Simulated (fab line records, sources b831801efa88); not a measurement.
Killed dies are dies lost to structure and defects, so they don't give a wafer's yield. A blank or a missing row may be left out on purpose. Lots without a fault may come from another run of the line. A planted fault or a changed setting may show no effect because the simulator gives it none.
Which tool did it? | flow sky130 | 24 lots, 72 wafers sampled, at 6 steps of a route of 708

WHAT THE GAUGES READ, wafer by wafer
SKY_METAL2_THK_MEAS_06: measures by xrf. Usual: METAL2_ALCU_THK 247 nm, standard deviation 4.
lot  | measured     | on            | METAL2_ALCU_THK (nm) | flag
L074 | day 34 08:26 | film_metro-03 | 249 252 249          |
L075 | day 34 20:40 | film_metro-02 | 244 242 242          |
L076 | day 35 05:28 | film_metro-04 | 254 249 244          |
L077 | day 35 13:59 | film_metro-04 | 252 254 251          |
L078 | day 35 17:52 | film_metro-03 | 244 246 244          |
L079 | day 36 08:19 | film_metro-03 | 251 253 250          |
L080 | day 36 10:31 | film_metro-03 | 254 252 256          |
L081 | day 36 13:23 | film_metro-04 | 253 249 249          |
L082 | day 36 20:58 | film_metro-03 | 256 251 254          |
L083 | day 37 07:21 | film_metro-04 | 252 251 246          |
L084 | day 37 09:41 | film_metro-04 | 245 244 245          |
L085 | day 37 18:38 | film_metro-03 | 242 242 252          |
L087 | day 38 08:17 | film_metro-03 | 252 249 250          |
L086 | day 38 10:08 | film_metro-03 | 246 251 245          |
L088 | day 38 10:27 | film_metro-04 | 246 245 249          |
L089 | day 39 02:11 | film_metro-04 | 248 245 249          |
L090 | day 39 08:58 | film_metro-02 | 243 240 243          |
L091 | day 39 11:53 | film_metro-02 | 244 242 239          |
L092 | day 39 17:26 | film_metro-04 | 248 249 251          |
L093 | day 40 08:15 | film_metro-03 | 247 250 245          |
L094 | day 40 10:02 | film_metro-02 | 243 246 247          |
L095 | day 40 12:20 | film_metro-02 | 241 240 242          |
L096 | day 40 21:34 | film_metro-04 | 249 246 248          |
L097 | day 41 06:16 | film_metro-04 | 250 243 247          |

SKY_METAL3_OVL_MEAS_14. Usual: METAL3_OVL -2 nm, standard deviation 6.7.
lot  | measured     | on         | METAL3_OVL (nm) | flag
L074 | day 38 20:40 | overlay-02 | 0 -3 14         |
L075 | day 39 07:34 | overlay-02 | 7 -6 6          |
L076 | day 39 15:04 | overlay-01 | 5 3 0           |
L077 | day 39 23:42 | overlay-01 | -4 -3 1         |
L078 | day 40 03:13 | overlay-02 | 1 5 -6          |
L079 | day 40 16:37 | overlay-02 | 4 3 2           |
L080 | day 40 18:01 | overlay-02 | -2 0 6          |
L081 | day 40 20:13 | overlay-01 | -10 -5 -10      |
L082 | day 41 05:19 | overlay-02 | -8 -6 -7        |
L083 | day 41 15:20 | overlay-01 | -7 -6 -6        |
L084 | day 41 16:11 | overlay-01 | -5 -11 -9       |
L085 | day 42 01:14 | overlay-02 | 2 2 1           |
L087 | day 42 14:22 | overlay-01 | 6 7 -5          |
L086 | day 42 16:32 | overlay-01 | 2 4 4           |
L088 | day 42 16:41 | overlay-02 | -7 -23 -11      |
L089 | day 43 05:40 | overlay-02 | -6 13 3         |
L090 | day 43 12:49 | overlay-01 | 3 2 7           |
L091 | day 43 16:22 | overlay-01 | 3 -8 8          |
L092 | day 43 19:44 | overlay-01 | -10 -11 -8      |
L093 | day 44 08:53 | overlay-02 | -6 -15 2        |
L094 | day 44 13:02 | overlay-02 | -3 5 -1         |
L095 | day 44 15:22 | overlay-02 | 4 5 0           |
L096 | day 44 22:10 | overlay-02 | 4 -1 -3         |
L097 | day 45 06:18 | overlay-02 | -8 -7 -6        |

SKY_VIA3_CD_MEAS_12: target cd 200 nm. Usual: cd_nm 200.1 nm, standard deviation 1.6.
lot  | measured     | on        | cd_nm (nm)        | flag
L074 | day 39 22:52 | cd_sem-01 | 198.5 196.7 197.0 |
L075 | day 40 09:52 | cd_sem-02 | 199.6 199.8 198.6 |
L076 | day 40 16:50 | cd_sem-01 | 201.9 202.6 202.0 |
L077 | day 41 02:08 | cd_sem-01 | 199.5 199.6 199.8 |
L078 | day 41 05:19 | cd_sem-02 | 199.9 199.0 198.7 |
L079 | day 41 17:32 | cd_sem-01 | 200.7 201.3 201.4 |
L080 | day 41 19:23 | cd_sem-02 | 197.8 197.3 196.6 |
L081 | day 41 22:18 | cd_sem-02 | 200.2 200.9 201.2 |
L082 | day 42 06:55 | cd_sem-01 | 197.7 198.5 199.5 |
L083 | day 42 17:05 | cd_sem-01 | 199.9 199.2 198.6 |
L084 | day 42 17:25 | cd_sem-02 | 200.3 200.3 201.1 |
L085 | day 43 01:44 | cd_sem-01 | 198.1 200.0 199.7 |
L087 | day 43 15:19 | cd_sem-02 | 201.1 200.4 202.3 |
L086 | day 43 17:08 | cd_sem-02 | 197.9 198.3 199.2 |
L088 | day 43 17:29 | cd_sem-02 | 201.4 200.6 201.0 |
L089 | day 44 05:34 | cd_sem-02 | 202.8 201.9 203.4 |
L090 | day 44 12:59 | cd_sem-02 | 200.4 200.9 202.3 |
L091 | day 44 16:53 | cd_sem-01 | 199.9 197.3 198.4 |
L092 | day 44 20:07 | cd_sem-01 | 198.6 198.6 199.7 |
L093 | day 45 08:33 | cd_sem-02 | 200.7 202.6 200.6 |
L094 | day 45 12:49 | cd_sem-02 | 203.8 202.4 200.8 |
L095 | day 45 14:58 | cd_sem-01 | 201.5 201.0 202.4 |
L096 | day 45 21:56 | cd_sem-01 | 199.3 198.7 198.6 |
L097 | day 46 04:49 | cd_sem-01 | 201.4 201.5 201.9 |

WHICH TOOL RAN EACH LOT (tool, then ch and the chambers of the sampled wafers, then the start)
lot  | SKY_VIA1_ETCH_15                   | SKY_METAL3_DESCUM_15              | SKY_VIA3_CMP_02
L074 | rie_diel-03 ch 0,1, day 34 06:33   | rie_metal-04 ch 0,1, day 38 20:43 | cmp-02 ch 0,1,3, day 38 21:52
L075 | rie_diel-02 ch 0,1,2, day 34 19:06 | rie_metal-04 ch 0,1, day 39 07:35 | cmp-01 ch 1,2, day 39 08:44
L076 | rie_diel-03 ch 0,1,2, day 35 03:52 | rie_metal-03 ch 0,1, day 39 15:05 | cmp-01 ch 0,2, day 39 16:17
L077 | rie_diel-03 ch 0,1, day 35 12:25   | rie_metal-04 ch 0,1, day 39 23:44 | cmp-02 ch 1,2, day 40 00:59
L078 | rie_diel-03 ch 0,1,3, day 35 16:14 | rie_metal-01 ch 0,1, day 40 03:14 | cmp-02 ch 1,2,3, day 40 04:26
L079 | rie_diel-03 ch 0,2, day 36 06:36   | rie_metal-01 ch 1, day 40 16:38   | cmp-02 ch 0,2,3, day 40 17:49
L080 | rie_diel-01 ch 2,3, day 36 07:58   | rie_metal-04 ch 0,1, day 40 18:04 | cmp-02 ch 0,1,3, day 40 19:22
L081 | rie_diel-03 ch 0,2, day 36 11:40   | rie_metal-04 ch 0,1, day 40 20:15 | cmp-01 ch 0,1,2, day 40 21:33
L082 | rie_diel-01 ch 0,2,3, day 36 19:26 | rie_metal-01 ch 0,1, day 41 05:22 | cmp-02 ch 0,2, day 41 06:34
L083 | rie_diel-02 ch 0,1,3, day 37 05:49 | rie_metal-03 ch 0,1, day 41 15:22 | cmp-02 ch 1,2,3, day 41 16:37
L084 | rie_diel-01 ch 0,2,3, day 37 08:10 | rie_metal-01 ch 0,1, day 41 16:13 | cmp-02 ch 0,2,3, day 41 17:31
L085 | rie_diel-01 ch 1,2,3, day 37 17:07 | rie_metal-01 ch 0,1, day 42 01:16 | cmp-01 ch 1,2,3, day 42 02:25
L087 | rie_diel-03 ch 0,2,3, day 38 06:45 | rie_metal-04 ch 0,1, day 42 14:25 | cmp-02 ch 0,1,2, day 42 15:41
L086 | rie_diel-02 ch 0,2,3, day 38 08:29 | rie_metal-04 ch 0,1, day 42 16:34 | cmp-01 ch 1,2,3, day 42 17:47
L088 | rie_diel-01 ch 0,1,2, day 38 08:52 | rie_metal-03 ch 0,1, day 42 16:42 | cmp-02 ch 1,2, day 42 17:53
L089 | rie_diel-03 ch 0,1,3, day 39 00:40 | rie_metal-04 ch 0,1, day 43 05:43 | cmp-01 ch 0,2,3, day 43 06:53
L090 | rie_diel-02 ch 0,1, day 39 07:24   | rie_metal-01 ch 0,1, day 43 12:50 | cmp-02 ch 1,2, day 43 14:15
L091 | rie_diel-02 ch 0,1,2, day 39 10:21 | rie_metal-01 ch 0,1, day 43 16:23 | cmp-01 ch 0,1, day 43 17:46
L092 | rie_diel-01 ch 0,1,3, day 39 15:52 | rie_metal-03 ch 0,1, day 43 19:46 | cmp-02 ch 1,2,3, day 43 20:55
L093 | rie_diel-01 ch 1,2,3, day 40 06:15 | rie_metal-04 ch 0,1, day 44 08:55 | cmp-01 ch 1,2, day 44 10:03
L094 | rie_diel-02 ch 2,3, day 40 07:42   | rie_metal-01 ch 0,1, day 44 13:04 | cmp-02 ch 0,1,2, day 44 14:16
L095 | rie_diel-01 ch 0,2, day 40 10:47   | rie_metal-01 ch 0,1, day 44 15:23 | cmp-01 ch 0,1,2, day 44 16:38
L096 | rie_diel-03 ch 1,2,3, day 40 19:56 | rie_metal-01 ch 0,1, day 44 22:12 | cmp-01 ch 0,1,2, day 44 23:47
L097 | rie_diel-02 ch 0,2, day 41 04:29   | rie_metal-04 ch 0,1, day 45 06:20 | cmp-01 ch 0,1,2, day 45 07:37
- SKY_VIA1_ETCH_15: etches SiO2 in C4F8/O2/Ar, stops on TiN, target depth 351 nm, time 54 s.
- SKY_METAL3_DESCUM_15: chemistry O2, time 8 s.
- SKY_VIA3_CMP_02: polishes SiO2.

WHAT THE TOOLS THEMSELVES READ (means of the sampled wafers that have a number; where no wafer has one, the mark that the record gives instead)
SKY_VIA1_ETCH_15. Usual: bias_w 1200 W, standard deviation 3.8; oes_product_au 0.983 a.u., standard deviation 0.0062.
lot  | tool        | bias_w (W) | oes_product_au (a.u.) | flag
L074 | rie_diel-03 | 1202       | 0.987                 |
L075 | rie_diel-02 | 1203       | 0.982                 |
L076 | rie_diel-03 | 1205       | 0.989                 |
L077 | rie_diel-03 | 1199       | 0.990                 |
L078 | rie_diel-03 | 1199       | 0.986                 |
L079 | rie_diel-03 | 1200       | 0.986                 |
L080 | rie_diel-01 | 1202       | 0.977                 |
L081 | rie_diel-03 | 1197       | 0.988                 |
L082 | rie_diel-01 | 1203       | 0.983                 |
L083 | rie_diel-02 | 1203       | 0.983                 |
L084 | rie_diel-01 | 1199       | 0.986                 |
L085 | rie_diel-01 | 1199       | 0.972                 |
L087 | rie_diel-03 | 1199       | 0.983                 |
L086 | rie_diel-02 | 1200       | 0.978                 |
L088 | rie_diel-01 | 1199       | 0.984                 |
L089 | rie_diel-03 | 1199       | 0.982                 |
L090 | rie_diel-02 | 1200       | 0.985                 |
L091 | rie_diel-02 | 1199       | 0.977                 |
L092 | rie_diel-01 | 1196       | 0.984                 |
L093 | rie_diel-01 | 1200       | 0.985                 |
L094 | rie_diel-02 | 1196       | 0.979                 |
L095 | rie_diel-01 | 1205       | 0.983                 |
L096 | rie_diel-03 | 1204       | 0.981                 |
L097 | rie_diel-02 | 1200       | 0.983                 |

SKY_METAL3_DESCUM_15. Usual: drypump_motor_current_A 5.5 A, standard deviation 0.46; oes_product_au 0.993 a.u., standard deviation 0.013.
lot  | tool         | drypump_motor_current_A (A) | oes_product_au (a.u.) | flag
L074 | rie_metal-04 | 5.5                         | 1.004                 |
L075 | rie_metal-04 | 5.6                         | 0.996                 |
L076 | rie_metal-03 | 5.8                         | 1.000                 |
L077 | rie_metal-04 | 5.5                         | 1.006                 |
L078 | rie_metal-01 | 5.1                         | 0.986                 |
L079 | rie_metal-01 | 5.9                         | 0.975                 |
L080 | rie_metal-04 | 5.5                         | 1.002                 |
L081 | rie_metal-04 | 5.5                         | 0.997                 |
L082 | rie_metal-01 | 5.5                         | 0.983                 |
L083 | rie_metal-03 | 5.4                         | 0.996                 |
L084 | rie_metal-01 | 5.1                         | 0.986                 |
L085 | rie_metal-01 | 5.1                         | 0.982                 |
L087 | rie_metal-04 | 5.5                         | 1.013                 |
L086 | rie_metal-04 | 5.5                         | 1.004                 |
L088 | rie_metal-03 | 5.5                         | 0.996                 |
L089 | rie_metal-04 | 5.5                         | 1.007                 |
L090 | rie_metal-01 | 5.1                         | 0.981                 |
L091 | rie_metal-01 | 5.1                         | 0.980                 |
L092 | rie_metal-03 | 5.8                         | 1.002                 |
L093 | rie_metal-04 | 5.5                         | 1.005                 |
L094 | rie_metal-01 | 5.1                         | 0.987                 |
L095 | rie_metal-01 | 5.1                         | 0.985                 |
L096 | rie_metal-01 | 5.1                         | 0.977                 |
L097 | rie_metal-04 | 5.5                         | 1.008                 |

SKY_VIA3_CMP_02. Usual: motor_current_A 12.0 A, standard deviation 1.2; slurry_flow_ml_min 150.0, standard deviation 0.46.
lot  | tool   | motor_current_A (A) | slurry_flow_ml_min | flag
L074 | cmp-02 | 12.7                | 149.8              |
L075 | cmp-01 | 10.5                | 150.2              |
L076 | cmp-01 | 11.1                | 150.0              |
L077 | cmp-02 | 12.3                | 150.4              |
L078 | cmp-02 | 12.7                | 149.9              |
L079 | cmp-02 | 12.9                | 150.0              |
L080 | cmp-02 | 12.7                | 150.1              |
L081 | cmp-01 | 11.0                | 150.3              |
L082 | cmp-02 | 12.4                | 150.0              |
L083 | cmp-02 | 12.4                | 150.1              |
L084 | cmp-02 | 12.9                | 149.8              |
L085 | cmp-01 | 10.9                | 149.6              |
L087 | cmp-02 | 12.4                | 150.4              |
L086 | cmp-01 | 11.1                | 150.1              |
L088 | cmp-02 | 12.5                | 150.0              |
L089 | cmp-01 | 11.2                | 149.9              |
L090 | cmp-02 | 12.3                | 149.4              |
L091 | cmp-01 | 12.1                | 149.9              |
L092 | cmp-02 | 12.6                | 149.7              |
L093 | cmp-01 | 9.7                 | 150.3              |
L094 | cmp-02 | 12.4                | 149.7              |
L095 | cmp-01 | 10.9                | 149.6              |
L096 | cmp-01 | 10.9                | 150.2              |
L097 | cmp-01 | 10.9                | 150.0              |

THE ANSWER, worked out from the rows above alone
Rule: a lot is off if the mean of its wafers that have a number lies more than 3 standard deviations from the usual mean. A lot without any number at a reading at which 4 lots or more have one is off too. The other lots that the step has rows for count as sound. The gauges are gone through in route order, then the tools' own readings, and for those a lot's mean is taken as printed above. The first step at which some lot is off is used, and at that step the reading that is off furthest; a lot without a number counts as furthest.
No lot is off at any reading shown: from this, nothing can be told.

WHAT THE SIMULATOR HAD PUT IN
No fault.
